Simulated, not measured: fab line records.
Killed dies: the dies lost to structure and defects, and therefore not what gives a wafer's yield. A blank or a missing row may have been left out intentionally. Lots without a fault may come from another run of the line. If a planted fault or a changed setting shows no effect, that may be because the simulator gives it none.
Which tool did it? + flow gf180mcu + Sampling: 6 lots, 18 wafers, 4 of 602 route steps

== WHAT EACH GAUGE READ, for each wafer ==
GF_VT_IMPLANT_OVL_MEAS_40.
| lot  | measured     | on         | VT_IMPLANT_03_OVL (nm) |
|------|--------------|------------|------------------------|
| L833 | day 7 20:03  | overlay-01 | 1.2 1.9 0.7            |
| L835 | day 8 06:15  | overlay-01 | -1.4 -1.8 -0.2         |
| L840 | day 9 15:22  | overlay-02 | 2.1 -0.1 1.1           |
| L843 | day 10 14:55 | overlay-02 | -0.5 0.3 -0.5          |
| L851 | day 12 20:37 | overlay-01 | -194.2 -194.1 -193.5   |
| L855 | day 14 02:26 | overlay-02 | -0.5 0.8 -1.4          |

== EACH LOT AND THE TOOL THAT RAN IT (in order: tool; ch and the chambers of the sampled wafers; start) ==
| lot  | GF_NWELL_STRIP_10                   | GF_VT_IMPLANT_STRIP_09               | GF_VT_IMPLANT_EXPOSE_37             |
|------|-------------------------------------|--------------------------------------|-------------------------------------|
| L833 | plasma asher-04 ch 0,1, day 3 15:29 | plasma asher-03 ch 0, day 5 22:38    | iline stepper-01 ch 0, day 7 12:25  |
| L835 | plasma asher-03 ch 0, day 3 23:40   | plasma asher-03 ch 0,1, day 6 06:47  | iline stepper-01 ch 0, day 7 22:00  |
| L840 | plasma asher-03 ch 0,1, day 5 01:41 | plasma asher-04 ch 0,1, day 7 13:28  | iline stepper-02 ch 0, day 9 06:48  |
| L843 | plasma asher-03 ch 0,1, day 5 19:22 | plasma asher-02 ch 0,1, day 8 10:10  | iline stepper-02 ch 0, day 10 06:18 |
| L851 | plasma asher-02 ch 0,1, day 7 14:01 | plasma asher-02 ch 0,1, day 10 11:29 | iline stepper-01 ch 0, day 12 10:27 |
| L855 | plasma asher-04 ch 1, day 8 17:47   | plasma asher-04 ch 0,1, day 11 18:20 | iline stepper-02 ch 0, day 13 17:06 |
- GF_NWELL_STRIP_10: strips in O2/N2.
- GF_VT_IMPLANT_STRIP_09: strips in O2/N2.
- GF_VT_IMPLANT_EXPOSE_37: exposes mask Nwell HV AREA, target cd 860 nm.

== THE ANSWER, worked out from the rows above alone ==
Rule: the usual values come from the lots themselves. Put in order of their means at a reading, lots are off if they are a third of the lots or fewer, leave a main group of 4 or more, and stand apart from it by a gap of 3 or more times the standard deviation of the main group's means; of several such gaps the widest counts. A main group is skipped when, at the precision printed for the reading in the tables above, its means are all equal. Also off: a lot with no number at a reading for which 4 or more lots have one. Where the step has rows for the other lots, those lots are counted as sound.
Off: L851, seen at GF_VT_IMPLANT_OVL_MEAS_40 (VT_IMPLANT_03_OVL). Mean 0.1 nm and standard deviation 0.9 in the main group.
If a tool, at a process step before that reading, ran all the lots that are off and no sound lot after the first of them, it fits. Those tools and the gauges at GF_VT_IMPLANT_OVL_MEAS_40 are tried in the same way. Can't be told from this: 3 tools fit, plasma asher-02 at GF_NWELL_STRIP_10 and GF_VT_IMPLANT_STRIP_09, iline stepper-01 at GF_VT_IMPLANT_EXPOSE_37, overlay-01 at GF_VT_IMPLANT_OVL_MEAS_40.

== WHAT WAS PUT IN BY THE SIMULATOR ==
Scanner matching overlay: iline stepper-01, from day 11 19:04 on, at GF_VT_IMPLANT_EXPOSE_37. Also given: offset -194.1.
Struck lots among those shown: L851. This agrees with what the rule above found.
